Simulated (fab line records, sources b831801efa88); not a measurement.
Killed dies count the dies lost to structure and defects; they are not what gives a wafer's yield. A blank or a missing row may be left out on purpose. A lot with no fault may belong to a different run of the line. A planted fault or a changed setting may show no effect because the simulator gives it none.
fab line records | flow sky130
record: lots: 6 wafers: 18 lastDay: 50
route steps=708 shown SD_P@327 RES_XHIGH@332 SD_N@343 PAD_OPEN@708
lots that met no fault: taken from a fault-free run of the same line
startH: hours from the record's opening day to when the first of the lot's shown wafers began | waitH: hours elapsed since this lot's preceding step | " repeats the value in the row above | L1.1+2: a single row standing in for several wafers | - no value, or no start was given | * or withheld: withheld | < > ~ a bound
route shown NAME@n: NAME is a module with steps in the file, n the number in the route of the first one | usual: the fault-free wafers' mean and standard deviation | same: alike in all rows | chamber/n: place in a boat | sites: the reading at each site | _std_site: standard deviation across them | _edge_site: mean of outer sites minus mean of inner sites | radiusMm: for every site, how far away it sits from the centre of the wafer | mask NAME#n: copy n | behind: the last tool/chamber to shape the wafer | hold: cause of the lot's hold/its duration in hours/its outcome | device: whichever transistor did not switch (one of n, p or np) | end of line: tests of these same wafers at the route's end | a step without rows: its recipe alone | killed: at the first sort, the dies lost to defects and structure; wafer yield is something else | map: a wafer's dies, x killed, . not, _ none there
set.NAME: the setting the step ran with; set.NAME@STEP: the setting that earlier step ran with | model.NAME: the simulator's own value behind a step, which no gauge read
lots at some steps of the route; a table a step, a row a wafer
services: when a tool's chamber went out of use (startH, in hours from the record's first day, below 0 if earlier), for how many hours, and the reason
== steps ==
step: SKY_SD_P_CD_MEAS_07
recipe: targetCdNm: 380
usual: cdNm: 380.3/2.3
columns lot.wafer tool chamber startH waitH cdNm
L803.1 cdSem-02 - 620.99 0.1 380.2
L803.2 " - " " 376.7
L803.4 " - " " 374.3
L807.2 cdSem-02 - 651.55 0.1 382.0
L807.4 " - " " 379.1
L807.6 " - " " 379.9
L809.1 cdSem-01 - 680.84 0.1 379.1
L809.3 " - " " 380.8
L809.4 " - " " 378.2
L810.1 cdSem-01 - 682.44 0.1 382.6
L810.2 " - " " 380.8
L810.6 " - " " 381.4
L817.2 cdSem-01 - 738.40 0.1 383.7
L817.4 " - " " 383.3
L817.6 " - " " 379.2
L822.3 cdSem-01 - 789.62 0.1 381.0
L822.4 " - " " 380.8
L822.6 " - " " 383.1
step: SKY_SD_P_OVL_MEAS_08
usual: SD_P_OVL: -0.1/1.5
columns lot.wafer tool chamber startH waitH SD_P_OVL[nm]
L803.1 overlay-02 - 621.11 0.1 1.4
L803.2 " - " " -0.1
L803.4 " - " " 0.5
L807.2 overlay-02 - 651.65 0.1 -0.8
L807.4 " - " " -0.3
L807.6 " - " " -0.6
L809.1 overlay-02 - 680.96 0.1 0.1
L809.3 " - " " 0.6
L809.4 " - " " 0.8
L810.1 overlay-01 - 682.56 0.1 -0.8
L810.2 " - " " -2.2
L810.6 " - " " -1.4
L817.2 overlay-02 - 738.50 0.1 -1.6
L817.4 " - " " -0.8
L817.6 " - " " -1.0
L822.3 overlay-01 - 789.71 0.1 0.3
L822.4 " - " " -0.8
L822.6 " - " " -0.7
step: SKY_SD_P_IMPLANT_09
recipe: species: BF2 energyKev: 20 doseCm2: 3.044e+15 tiltDeg: 0
step: SKY_SD_P_STRIP_10
recipe: chemistry: O2/N2 powerW: 1400 pressureMtorr: 1500 platenTempC: withheld o2FlowSccm: 3000 n2FlowSccm: 300 overashFraction: 0.5
usual: drypumpMotorCurrentA: 5.6/0.46 oesProductAu: 0.617/0.0046 stripTimeToEndpointS: 17.52/0.039
same: overashFraction: 0.5
columns lot.wafer tool chamber startH waitH drypumpMotorCurrentA oesProductAu rfHoursCounterH stripTimeToEndpointS
L803.1 plasmaAsher-01 0 621.30 0.1 5.9 0.622 83 17.52
L803.2 " 1 " " 5.1 0.615 83 17.57
L803.4 " 1 " " 5.1 0.615 - 17.60
L807.2 plasmaAsher-01 1 651.83 0.1 5.1 0.614 86 17.57
L807.4 " 0 " " 5.9 0.621 - 17.53
L807.6 " 1 " " 5.1 0.613 - 17.55
L809.1 plasmaAsher-03 1 681.14 0.1 5.8 0.616 100 17.55
L809.3 " 0 " " 6.2 0.616 - 17.54
L809.4 " 1 " " 5.8 0.609 - 17.51
L810.1 plasmaAsher-04 0 682.75 0.1 6.0 0.612 24 17.53
L810.2 " 1 " " 5.0 0.622 24 17.47
L810.6 " 1 " " 5.0 0.606 - 17.50
L817.2 plasmaAsher-01 0 738.68 0.1 5.8 0.622 95 17.49
L817.4 " 1 " " 5.1 0.623 - 17.52
L817.6 " 0 " " 5.9 0.615 - 17.57
L822.3 plasmaAsher-01 0 789.92 0.1 5.9 0.623 - 17.53
L822.4 " 1 " " 5.1 0.613 - 17.54
L822.6 " 1 " " 5.1 0.619 - 17.49
step: SKY_SD_P_TW_MEAS_11
usual: SD_P_TW: 2792/38
columns lot.wafer tool chamber startH waitH SD_P_TW
L803.1 filmMetro-01 - 621.40 0.1 2764
L803.2 " - " " 2756
L803.4 " - " " 2754
L807.2 filmMetro-01 - 651.94 0.1 2764
L807.4 " - " " 2772
L807.6 " - " " 2767
L809.1 filmMetro-04 - 681.24 0.1 2789
L809.3 " - " " 2793
L809.4 " - " " 2803
L810.1 filmMetro-02 - 682.85 0.1 2836
L810.2 " - " " 2836
L810.6 " - " " 2854
L817.2 filmMetro-02 - 738.79 0.1 2851
L817.4 " - " " 2850
L817.6 " - " " 2857
L822.3 filmMetro-04 - 790.01 0.1 2799
L822.4 " - " " 2808
L822.6 " - " " 2809
step: SKY_RES_XHIGH_DEHYDRATE_00
recipe: tempC: 200 timeS: 60
step: SKY_RES_XHIGH_HMDS_01
recipe: primeTimeS: 60 primeTempC: 120
step: SKY_RES_XHIGH_COAT_02
recipe: resist: NOVOLAK spinRpm: 3000 resistThkNm: 1140
step: SKY_RES_XHIGH_SOFTBAKE_03
recipe: tempC: 90 timeS: 60 resist: NOVOLAK
step: SKY_RES_XHIGH_EXPOSE_04
recipe: maskId: URPM na: 0.6 sourceShape: conventional sigmaOuter: 0.6 polarization: unpolarized targetCdNm: 1270 doseMj: 140
step: SKY_RES_XHIGH_PEB_05
recipe: tempC: withheld timeS: * resist: NOVOLAK
step: SKY_RES_XHIGH_DEVELOP_06
recipe: resist: NOVOLAK developer: TMAH developTimeS: 60 devTempC: 23
step: SKY_RES_XHIGH_IMPLANT_07
recipe: species: BF2 energyKev: 20 doseCm2: 3.6e+14 tiltDeg: 0
usual: beamOnS: 35.6/1.8 doseIonsCm2: 3.6e+14/3.9e+11 faradayCurrentUA: 572/28
columns lot.wafer tool chamber startH waitH beamOnS doseIonsCm2 faradayCurrentUA
L803.1 implanter-01 0 650.04 0.1 35.2 3.598e+14 575
L803.2 " 0 " " 35.4 3.595e+14 573
L803.4 " 0 " " 36.3 3.602e+14 560
L807.2 implanter-03 0 679.90 0.1 33.1 3.595e+14 612
L807.4 " 0 " " 34.1 3.601e+14 594
L807.6 " 0 " " 34.5 3.593e+14 586
L809.1 implanter-03 0 709.14 0.1 9.9 3.53e+13 204
L809.3 " 0 " " 9.9 3.53e+13 205
L809.4 " 0 " " 10.0 3.53e+13 203
L810.1 implanter-03 0 709.98 0.1 10.2 3.62e+13 197
L810.2 " 0 " " 9.9 3.58e+13 205
L810.6 " 0 " " 10.2 3.62e+13 199
L817.2 implanter-01 0 765.40 0.1 34.1 3.598e+14 594
L817.4 " 0 " " 35.6 3.593e+14 570
L817.6 " 0 " " 34.7 3.602e+14 583
L822.3 implanter-01 0 816.38 0.1 34.7 3.591e+14 586
L822.4 " 0 " " 35.7 3.597e+14 568
L822.6 " 0 " " 35.0 3.604e+14 580
step: SKY_RES_XHIGH_STRIP_08
recipe: chemistry: O2/N2 powerW: 1400 pressureMtorr: 1500 platenTempC: withheld o2FlowSccm: 3000 n2FlowSccm: 300 overashFraction: 0.5
usual: drypumpMotorCurrentA: 5.7/0.38 oesProductAu: 0.712/0.0047 stripTimeToEndpointS: 14.26/0.041
same: overashFraction: 0.5
columns lot.wafer tool chamber startH waitH drypumpMotorCurrentA oesProductAu rfHoursCounterH stripTimeToEndpointS
L803.1 plasmaAsher-03 0 650.19 0.1 6.1 0.706 97 14.29
L803.2 " 1 " " 5.7 0.717 97 14.30
L803.4 " 1 " " 5.7 0.714 - 14.29
L807.2 plasmaAsher-02 1 680.03 0.1 5.9 0.709 57 14.29
L807.4 " 1 " " 5.9 0.715 - 14.26
L807.6 " 0 " " 5.3 0.707 - 14.29
L809.1 plasmaAsher-03 0 709.29 0.1 6.1 0.717 103 14.15
L809.3 " 0 " " 6.2 0.716 - 14.14
L809.4 " 1 " " 5.7 0.718 - 14.17
L810.1 plasmaAsher-02 0 710.13 0.1 5.3 0.719 60 14.20
L810.2 " 1 " " 5.9 0.724 60 14.19
L810.6 " 1 " " 5.9 0.715 - 14.19
L817.2 plasmaAsher-02 0 765.52 0.1 5.3 0.705 65 14.24
L817.4 " 1 " " 5.9 0.712 - 14.23
L817.6 " 0 " " 5.3 0.718 - 14.21
L822.3 plasmaAsher-04 0 816.51 0.1 5.9 0.715 - 14.25
L822.4 " 1 " " 5.0 0.709 - 14.26
L822.6 " 1 " " 5.0 0.716 - 14.28
step: SKY_RES_XHIGH_TW_MEAS_09
usual: RES_XHIGH_TW: 1620/22
columns lot.wafer tool chamber startH waitH hold RES_XHIGH_TW
L803.1 filmMetro-04 - 650.29 0.1 - 1610
L803.2 " - " " - 1616
L803.4 " - " " - 1614
L807.2 filmMetro-02 - 680.14 0.1 - 1652
L807.4 " - " " - 1643
L807.6 " - " " - 1653
L809.1 filmMetro-02 - 709.39 0.1 awaitDispo/0.2h/release 790
L809.3 " - " " awaitDispo/0.2h/release 789
L809.4 " - " " awaitDispo/0.2h/release 794
L809.1 filmMetro-02 - 709.62 0.2 - 794
L809.3 " - " " - 789
L809.4 " - " " - 787
L810.1 filmMetro-04 - 710.23 0.1 awaitDispo/0.2h/release 794
L810.2 " - " " awaitDispo/0.2h/release 792
L810.6 " - " " awaitDispo/0.2h/release 784
L810.1 filmMetro-04 - 710.46 0.2 - 787
L810.2 " - " " - 790
L810.6 " - " " - 790
L817.2 filmMetro-04 - 765.63 0.1 - 1621
L817.4 " - " " - 1610
L817.6 " - " " - 1611
L822.3 filmMetro-02 - 816.60 0.1 - 1639
L822.4 " - " " - 1622
L822.6 " - " " - 1641
step: SKY_SD_N_HMDS_01
recipe: primeTimeS: 60 primeTempC: 120
step: SKY_SD_N_COAT_02
recipe: resist: NOVOLAK spinRpm: 3000 resistThkNm: 1140
step: SKY_SD_N_SOFTBAKE_03
recipe: tempC: 90 timeS: 60 resist: NOVOLAK
step: SKY_SD_N_EXPOSE_04
recipe: maskId: NSDM na: 0.6 sourceShape: conventional sigmaOuter: 0.6 polarization: unpolarized targetCdNm: 380 doseMj: 142.6
step: SKY_SD_N_PEB_05
recipe: tempC: withheld timeS: * resist: NOVOLAK
step: SKY_SD_N_DEVELOP_06
recipe: resist: NOVOLAK developer: TMAH developTimeS: 60 devTempC: 23
step: SKY_SD_N_CD_MEAS_07
recipe: targetCdNm: 380
usual: cdNm: 380/3.2
columns lot.wafer tool chamber startH waitH cdNm
L803.1 cdSem-01 - 678.49 0.1 377
L803.2 " - " " 375
L803.4 " - " " 374
L807.2 cdSem-01 - 707.94 0.1 379
L807.4 " - " " 379
L807.6 " - " " 376
L809.1 cdSem-02 - 736.34 0.1 378
L809.3 " - " " 378
L809.4 " - " " 379
L810.1 cdSem-01 - 737.67 0.1 385
L810.2 " - " " 387
L810.6 " - " " 387
L817.2 cdSem-02 - 792.61 0.1 384
L817.4 " - " " 385
L817.6 " - " " 384
L822.3 cdSem-02 - 843.23 0.1 378
L822.4 " - " " 377
L822.6 " - " " 377
step: SKY_SD_N_OVL_MEAS_08
usual: SD_N_OVL: 0.0/1.2
columns lot.wafer tool chamber startH waitH SD_N_OVL[nm]
L803.1 overlay-02 - 678.61 0.1 0.5
L803.2 " - " " -0.9
L803.4 " - " " -0.3
L807.2 overlay-02 - 708.05 0.1 -0.8
L807.4 " - " " 0.2
L807.6 " - " " 1.9
L809.1 overlay-02 - 736.46 0.1 0.7
L809.3 " - " " -0.6
L809.4 " - " " 0.8
L810.1 overlay-02 - 737.79 0.1 -0.9
L810.2 " - " " 1.0
L810.6 " - " " 0.8
L817.2 overlay-02 - 792.71 0.1 0.4
L817.4 " - " " -0.2
L817.6 " - " " 0.0
L822.3 overlay-02 - 843.32 0.1 0.4
L822.4 " - " " 0.5
L822.6 " - " " 1.0
step: SKY_SD_N_IMPLANT_09
recipe: species: As energyKev: 50 doseCm2: 4e+15 tiltDeg: 0
step: SKY_SD_N_IMPLANT_10
recipe: species: P energyKev: 20 doseCm2: 1e+14 tiltDeg: 0
step: SKY_SD_N_STRIP_11
recipe: chemistry: O2/N2 powerW: 1400 pressureMtorr: 1500 platenTempC: withheld o2FlowSccm: 3000 n2FlowSccm: 300 overashFraction: 0.5
usual: drypumpMotorCurrentA: 5.7/0.37 oesProductAu: 0.527/0.0045 stripTimeToEndpointS: 22.55/0.036
same: overashFraction: 0.5
columns lot.wafer tool chamber startH waitH drypumpMotorCurrentA oesProductAu rfHoursCounterH stripTimeToEndpointS
L803.1 plasmaAsher-02 1 678.94 0.1 5.9 0.530 56 22.55
L803.2 " 0 " " 5.3 0.528 56 22.58
L803.4 " 0 " " 5.3 0.523 - 22.56
L807.2 plasmaAsher-03 1 708.38 0.1 5.7 0.521 103 22.52
L807.4 " 1 " " 5.7 0.533 - 22.54
L807.6 " 1 " " 5.7 0.519 - 22.55
L809.1 plasmaAsher-02 1 736.79 0.1 5.9 0.531 62 22.62
L809.3 " 0 " " 5.3 0.527 - 22.56
L809.4 " 1 " " 5.9 0.528 - 22.59
L810.1 plasmaAsher-01 0 738.13 0.1 5.9 0.539 95 22.50
L810.2 " 1 " " 5.1 0.532 95 22.50
L810.6 " 0 " " 5.9 0.528 - 22.52
L817.2 plasmaAsher-03 0 793.04 0.1 6.2 0.532 5 22.58
L817.4 " 1 " " 5.7 0.524 - 22.58
L817.6 " 1 " " 5.7 0.523 - 22.53
L822.3 plasmaAsher-01 1 843.68 0.1 5.1 0.530 - 22.54
L822.4 " 0 " " 5.8 0.527 - 22.54
L822.6 " 1 " " 5.1 0.528 - 22.55
step: SKY_SD_N_TW_MEAS_12
usual: SD_N_TW: 3929/47
columns lot.wafer tool chamber startH waitH SD_N_TW
L803.1 filmMetro-02 - 679.04 0.1 4005
L803.2 " - " " 4016
L803.4 " - " " 3990
L807.2 filmMetro-04 - 708.49 0.1 3924
L807.4 " - " " 3914
L807.6 " - " " 3899
L809.1 filmMetro-02 - 736.89 0.1 3989
L809.3 " - " " 4004
L809.4 " - " " 4000
L810.1 filmMetro-04 - 738.23 0.1 3959
L810.2 " - " " 3952
L810.6 " - " " 3945
L817.2 filmMetro-02 - 793.15 0.1 3976
L817.4 " - " " 3975
L817.6 " - " " 3966
L822.3 filmMetro-04 - 843.77 0.1 3952
L822.4 " - " " 3948
L822.6 " - " " 3947
step: SKY_SD_N_CLEAN_13
recipe: chemistry: SC1/SC2 mix: 1:4:20 tempC: 70 timeS: 150 dry: n2Spin
step: SKY_SD_N_RTA_14
recipe: tempC: 1075 timeS: 2 idleTempC: 650 rampUpCPerS: 150 rampDownCPerS: 90 ambient: N2
usual: annealTempCMax: 1081/3.4 lampPowerPct: 15.74/0.055 wafer_temp_C_max: 1078.2/1.3
columns lot.wafer tool chamber startH waitH annealTempCMax lampPowerPct wafer_temp_C_max
L803.1 rtpAnneal-01 0 679.16 0.0 1082 15.83 1080.4
L803.2 " 0 " " 1083 15.77 1079.7
L803.4 " 0 " " 1083 15.71 1080.3
L807.2 rtpAnneal-01 0 708.60 0.0 1084 15.82 1077.6
L807.4 " 0 " " 1084 15.78 1078.4
L807.6 " 0 " " 1086 15.85 1076.9
L809.1 rtpAnneal-01 0 737.01 0.0 1085 15.64 1076.3
L809.3 " 0 " " 1082 15.84 1078.7
L809.4 " 0 " " 1089 15.85 1079.3
L810.1 rtpAnneal-02 0 738.34 0.0 1079 15.82 1078.1
L810.2 " 0 " " 1078 15.82 1076.0
L810.6 " 0 " " 1077 15.78 1078.4
L817.2 rtpAnneal-01 0 793.27 0.0 1081 15.84 1078.1
L817.4 " 0 " " 1084 15.66 1077.6
L817.6 " 0 " " 1088 15.85 1078.1
L822.3 rtpAnneal-02 0 843.88 0.0 1078 15.77 1078.7
L822.4 " 0 " " 1077 15.78 1079.6
L822.6 " 0 " " 1078 15.77 1081.5
step: SKY_SD_N_RS_MEAS_16
recipe: thkMeasGauge: four-point-probe
usual: SD_N_RS: 68.65/0.14
columns lot.wafer tool chamber startH waitH SD_N_RS[ohm/sq]
L803.1 filmMetro-01 - 679.33 0.1 68.60
L803.2 " - " " 68.69
L803.4 " - " " 68.67
L807.2 filmMetro-02 - 708.79 0.1 68.52
L807.4 " - " " 68.61
L807.6 " - " " 68.57
L809.1 filmMetro-01 - 737.18 0.1 68.69
L809.3 " - " " 68.83
L809.4 " - " " 68.83
L810.1 filmMetro-04 - 738.52 0.1 68.75
L810.2 " - " " 68.70
L810.6 " - " " 68.69
L817.2 filmMetro-04 - 793.45 0.1 68.60
L817.4 " - " " 68.64
L817.6 " - " " 68.59
L822.3 filmMetro-02 - 844.07 0.1 68.62
L822.4 " - " " 68.54
L822.6 " - " " 68.32
step: SKY_SD_N_RS_MEAS_17
recipe: thkMeasGauge: four-point-probe
usual: SD_P_RS: 147.1/0.44
columns lot.wafer tool chamber startH waitH SD_P_RS[ohm/sq]
L803.1 filmMetro-01 - 679.45 0.1 147.4
L803.2 " - " " 147.4
L803.4 " - " " 147.1
L807.2 filmMetro-02 - 708.91 0.1 146.9
L807.4 " - " " 146.8
L807.6 " - " " 146.9
L809.1 filmMetro-01 - 737.30 0.1 147.6
L809.3 " - " " 147.6
L809.4 " - " " 148.0
L810.1 filmMetro-04 - 738.64 0.1 147.3
L810.2 " - " " 147.1
L810.6 " - " " 147.5
L817.2 filmMetro-04 - 793.57 0.1 147.2
L817.4 " - " " 146.9
L817.6 " - " " 146.5
L822.3 filmMetro-02 - 844.19 0.1 146.8
L822.4 " - " " 147.3
L822.6 " - " " 146.8
step: SKY_SD_N_RS_MEAS_18
recipe: thkMeasGauge: four-point-probe
usual: RES_XHIGH_RS: 334.0/1.2
columns lot.wafer tool chamber startH waitH hold RES_XHIGH_RS[ohm/sq]
L803.1 filmMetro-01 - 679.57 0.1 - 334.9
L803.2 " - " " - 334.9
L803.4 " - " " - 335.4
L807.2 filmMetro-02 - 709.03 0.1 - 331.1
L807.4 " - " " - 332.5
L807.6 " - " " - 332.3
L809.1 filmMetro-01 - 737.42 0.1 awaitDispo/0.2h/release 2041.0
L809.3 " - " " awaitDispo/0.2h/release 2064.7
L809.4 " - " " awaitDispo/0.2h/release 2056.1
L809.1 filmMetro-01 - 737.76 0.3 - 2039.2
L809.3 " - " " - 2059.7
L809.4 " - " " - 2058.2
L810.1 filmMetro-04 - 738.76 0.1 awaitDispo/0.2h/release 1974.1
L810.2 " - " " awaitDispo/0.2h/release 1975.2
L810.6 " - " " awaitDispo/0.2h/release 1996.2
L810.1 filmMetro-04 - 739.06 0.3 - 1972.9
L810.2 " - " " - 1970.3
L810.6 " - " " - 1994.9
L817.2 filmMetro-04 - 793.69 0.1 - 334.0
L817.4 " - " " - 333.7
L817.6 " - " " - 334.1
L822.3 filmMetro-02 - 844.31 0.1 - 332.0
L822.4 " - " " - 333.1
L822.6 " - " " - 332.4
step: SKY_PAD_OPEN_PROBE_99
usual: defectLimitedYield: 82.3/1.9 killed_at_M0_to_M3: 44/7.6 killed_at_M4_up: 3.2/1.7 killedAtContacts: 24/5.7 killedAtFrontEnd: 16/3.9 killedAtOther: 0.2/0.45 killedDies: 87/9.5 killedOpen: 47/6.9 killedShort: 40/5.8 sort_bin_3_pad_short: 0.9/0.4 sort_bin_5_function: 10.4/1.4 sort_bin_6_memory: 6.4/1.1 sortNPass: 405/9.5 sortYieldPct: 82.3/1.9
same: grossDies: 492 killedAtBackSide: 0 sort_bin_4_leakage[%]: 0 sort_bin_8_speed[%]: 0
columns lot.wafer tool chamber startH waitH defectLimitedYield[%] killed_at_M0_to_M3 killed_at_M4_up killedAtContacts killedAtFrontEnd killedAtOther killedDies killedOpen killedShort sort_bin_3_pad_short[%] sort_bin_5_function[%] sort_bin_6_memory[%] sortNPass sortYieldPct[%]
L807.2 prober-01 - 1117.35 0.1 80.5 46 5 29 16 0 96 49 47 0.6 10.8 8.1 396 80.5
L807.4 prober-01 - 1117.45 0.2 82.7 55 2 14 14 0 85 45 40 1.2 10.2 5.9 407 82.7
L807.6 prober-01 - 1117.55 0.2 82.5 47 2 21 16 0 86 41 45 1.6 11.2 4.7 406 82.5
killed by level:class
L807.2 CONTACT:geometricParticle:open=13 VIA3:geometricParticle:open=8 VIA3:geometricParticle:short=6 METAL1:geometricParticle:short=6 LI_CONTACT:geometricParticle:open=6 CONTACT:geometricParticle:short=6 VIA2:geometricParticle:open=6 POLY_GATE:geometricParticle:short=5
L807.4 VIA3:geometricParticle:open=11 METAL1:geometricParticle:short=9 VIA2:geometricParticle:open=8 VIA1:geometricParticle:open=8 METAL2:geometricParticle:short=6 CONTACT:geometricParticle:open=6 POLY_GATE:geometricParticle:short=5 METAL3:geometricParticle:short=5
L807.6 VIA1:geometricParticle:open=11 VIA1:geometricParticle:short=9 POLY_GATE:geometricParticle:short=9 CONTACT:geometricParticle:open=7 LI_CONTACT:geometricParticle:open=6 VIA2:geometricParticle:open=6 VIA3:geometricParticle:open=6 CONTACT:geometricParticle:short=5
== services ==
columns tool chamber startH hours kind
plasmaAsher-02 - 614.61 1.3 repair
rtpAnneal-02 - 626.97 0.8 pm
implanter-03 - 645.77 21.3 pm
plasmaAsher-02 - 683.36 1.3 repair
plasmaAsher-04 - 684.43 1.0 repair
plasmaAsher-03 - 733.75 9.0 pm
plasmaAsher-03 0 733.75 9.0 ventCycle
plasmaAsher-03 1 733.75 9.0 ventCycle
plasmaAsher-03 0 742.75 - clean
plasmaAsher-03 1 742.75 - clean
plasmaAsher-04 - 749.54 2.8 pm
implanter-03 - 756.44 1.8 repair
implanter-01 - 790.16 1.9 repair
implanter-01 - 792.09 4.0 pm
== key ==
firstSign: step: SKY_RES_XHIGH_IMPLANT_07 reading: doseIonsCm2 direction: down sigmas: 99+ usual: * struck: *
effect: step: SKY_RES_XHIGH_IMPLANT_07 reading: beamOnS direction: down sigmas: 14 usual: 35.6 struck: 10.0
effect: step: SKY_RES_XHIGH_TW_MEAS_09 reading: visit direction: added
effect: step: SKY_RES_XHIGH_TW_MEAS_09 reading: RES_XHIGH_TW direction: down sigmas: 39 usual: 1620 struck: 790
effect: step: SKY_SD_N_RS_MEAS_18 reading: visit direction: added
effect: step: SKY_SD_N_RS_MEAS_18 reading: RES_XHIGH_RS direction: up sigmas: 99+ usual: 334.0 struck: 2017.9
metAt SKY_RES_XHIGH_IMPLANT_07
struckWafers L809.1,L809.3,L809.4,L810.1,L810.2,L810.6
scrappedBehind SKY_SD_N_RS_MEAS_18 L809.1,L809.3,L809.4,L810.1,L810.2,L810.6
onsetBetween 679.90 709.14
fault: kind: processParameterDrift tool: implanter-03 chamber: - onsetH: 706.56 steps: SKY_RES_XHIGH_IMPLANT_07 channel: doseCm2 offset: * shape: step endH: 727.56 actsIn: * stated: *
